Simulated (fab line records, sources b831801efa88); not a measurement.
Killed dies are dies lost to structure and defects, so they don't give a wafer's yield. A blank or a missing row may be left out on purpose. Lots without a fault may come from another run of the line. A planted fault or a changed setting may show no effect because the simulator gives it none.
Problem report in the 8D (eight disciplines) form, filled by code | flow sky130 | the parts of the form that need people (team, actions taken, sign-off) are left out

1. THE PROBLEM
bias_w at SKY_POLY_GATE_ETCH_15 reads a mean of 114.15 W on 1 wafer of 1 lot; wafers without a fault read 100.02 W with a standard deviation of 0.3. That is +47 standard deviations from the usual mean.
The step: etches BARC in N2/H2, stops on SiO2, time 118.5 s, target depth 110 nm.
First seen on wafer L287.3, day 23 09:17, on rie_diel-01. The record holds 15 wafers of 5 lots with a number at this step. Rule for "out", or "out of limits": more than 4 standard deviations from the usual mean. The other wafers with a number count as sound.

2. WHAT IT IS AND WHAT IT IS NOT
question                    | is                | is not
which readings at this step | bias_w            | drypump_motor_current_A, oes_product_au, rf_fwd_power_W, throttle_valve_pct
which lots                  | L287              | L276, L278, L290, L292
which wafers of those lots  | L287.3            | L287.2, L287.4
read on which tools         | rie_diel-01       | rie_diel-02, rie_diel-04
when                        | from day 23 09:17 | up to then (8 sound wafers); but 6 sound wafers of L290, L292 came after

3. SUSPECTS, AND WHAT RULES EACH OUT
Counting: a tool at a process step up to the reading stays a suspect if it ran every lot that is out. Sound lots after the first of them don't rule it out here, since some wafers of a struck lot are sound.
- rie_diel-01 at SKY_POLY_GATE_ETCH_15 (etches BARC in N2/H2, stops on SiO2, time 118.5 s, target depth 110 nm): kept. It ran the lot that is out, L287 (day 23 09:17); its last sound lot up to then is L278 (day 20 02:59). Its own readings are out on those wafers: bias_w.
- Within rie_diel-01 at SKY_POLY_GATE_ETCH_15: the wafers that are out ran in chamber 0; their sound lot-mates ran in chambers 1, 2.
Left after counting: rie_diel-01 at SKY_POLY_GATE_ETCH_15.

4. THE CAUSE (what the simulator had put in)
Process parameter drift: rie_diel-01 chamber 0, from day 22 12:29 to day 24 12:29, at SKY_POLY_GATE_ETCH_15. Setting bias_w, moved by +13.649, from 100. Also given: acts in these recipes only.
Counting left only this tool.

5. THE CHAIN OF EFFECTS, in route order
Each row: a reading whose mean over the struck wafers that have a number lies more than 3 standard deviations from the usual. Only readings for which the record gives a usual standard deviation are gone through. hours: the time from each lot's start at the first step in this table that gives one to its start at this step, as a median over the lots. sigmas: the change in usual standard deviations.
hours | step                  | reading | usual    | on struck wafers | change | sigmas
0     | SKY_POLY_GATE_ETCH_15 | bias_w  | 100.02 W | 114.15           | +14.13 | +47
The process steps in it:
- SKY_POLY_GATE_ETCH_15: etches BARC in N2/H2, stops on SiO2, time 118.5 s, target depth 110 nm.

6. WHAT WOULD HAVE CAUGHT IT SOONER
In this record the first reading out of limits was taken at day 23 09:17, 21 hours after the fault began at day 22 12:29.
